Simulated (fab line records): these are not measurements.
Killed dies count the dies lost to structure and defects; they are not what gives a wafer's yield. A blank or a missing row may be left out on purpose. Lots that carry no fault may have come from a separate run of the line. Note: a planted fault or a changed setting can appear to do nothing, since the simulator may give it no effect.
Chamber matching | flow sky130 | 4 sister chambers for SKY_VIA3_ETCH_14 on rie diel-04
The step etches BARC in N2/H2, stops on SiO2, time 45.9 s, target depth 60 nm. 16 wafers are shown with their chamber, then 8 later ones without.

WAFERS WITH THEIR CHAMBER
wafer  | chamber | rf fwd power W (W) | oes product au (a.u.) | throttle valve pct (%)
L076.3 | 2       | 495.3              | 0.850                 | 13.219
L076.5 | 1       | 495.4              | 0.854                 | 13.214
L076.6 | 2       | 497.4              | 0.847                 | 13.227
L078.2 | 2       | 496.3              | 0.857                 | 13.227
L078.3 | 0       | 493.7              | 0.854                 | 13.233
L078.5 | 0       | 491.6              | 0.857                 | 13.226
L079.2 | 0       | 492.8              | 0.859                 | 13.237
L079.4 | 3       | 494.5              | 0.856                 | 13.227
L079.6 | 1       | 494.5              | 0.852                 | 13.236
L082.1 | 2       | 494.3              | 0.863                 | 13.240
L082.2 | 1       | 493.2              | 0.857                 | 13.233
L082.6 | 1       | 491.7              | 0.854                 | 13.229
L086.1 | 0       | 493.6              | 0.855                 | 13.226
L086.4 | 1       | 493.2              | 0.858                 | 13.219
L086.5 | 2       | 496.5              | 0.851                 | 13.226
L094.1 | 0       | 492.6              | 0.860                 | 13.221

SIGNATURES (means of the wafers above)
reading            | chamber 0 | chamber 1 | chamber 2 | chamber 3 | scatter within a chamber
rf fwd power W     | 492.860   | 493.600   | 495.960   | 494.500   | 1.17
oes product au     | 0.85700   | 0.85500   | 0.85360   | 0.85600   | 0.00422
throttle valve pct | 13.22860  | 13.22620  | 13.22780  | 13.22700  | 0.00787
Rule: a wafer's distance from a chamber is the root of the sum, over the readings, of the square of ((its reading less the chamber's mean) divided by the reading's scatter). If the next closest chamber is less than 2 further off than the closest, the wafer can't be placed; otherwise it belongs to the closest. The scatter is the square root of a quotient: the sum, over the shown wafers, of each reading's squared deviation from its chamber's mean, divided by wafers minus chambers.

WAFERS WITHOUT THEIR CHAMBER
wafer  | rf fwd power W (W) | oes product au (a.u.) | throttle valve pct (%)
L094.4 | 493.3              | 0.865                 | 13.226
L094.5 | 494.5              | 0.855                 | 13.221
L095.2 | 491.0              | 0.855                 | 13.212
L095.3 | 494.4              | 0.856                 | 13.222
L095.4 | 495.0              | 0.850                 | 13.229
L096.1 | 495.5              | 0.863                 | 13.208
L096.2 | 494.9              | 0.850                 | 13.223
L096.4 | 494.2              | 0.850                 | 13.227

CHAMBER TAKEN BY EACH
wafer  | from the rows above               | in truth
L094.4 | can't be placed: 0 or 3 or 1 or 2 | 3
L094.5 | can't be placed: 3 or 1 or 2 or 0 | 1
L095.2 | can't be placed: 0 or 1 or 3      | 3
L095.3 | can't be placed: 3 or 1 or 0 or 2 | 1
L095.4 | can't be placed: 2 or 3 or 1 or 0 | 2
L096.1 | can't be placed: 3 or 2 or 1 or 0 | 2
L096.2 | can't be placed: 2 or 3 or 1 or 0 | 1
L096.4 | can't be placed: 1 or 3 or 2 or 0 | 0
Correctly placed: 0 of 8. From these rows, 8 cannot be placed; in 8 the true chamber is one of the candidates. Number placed wrongly: 0.
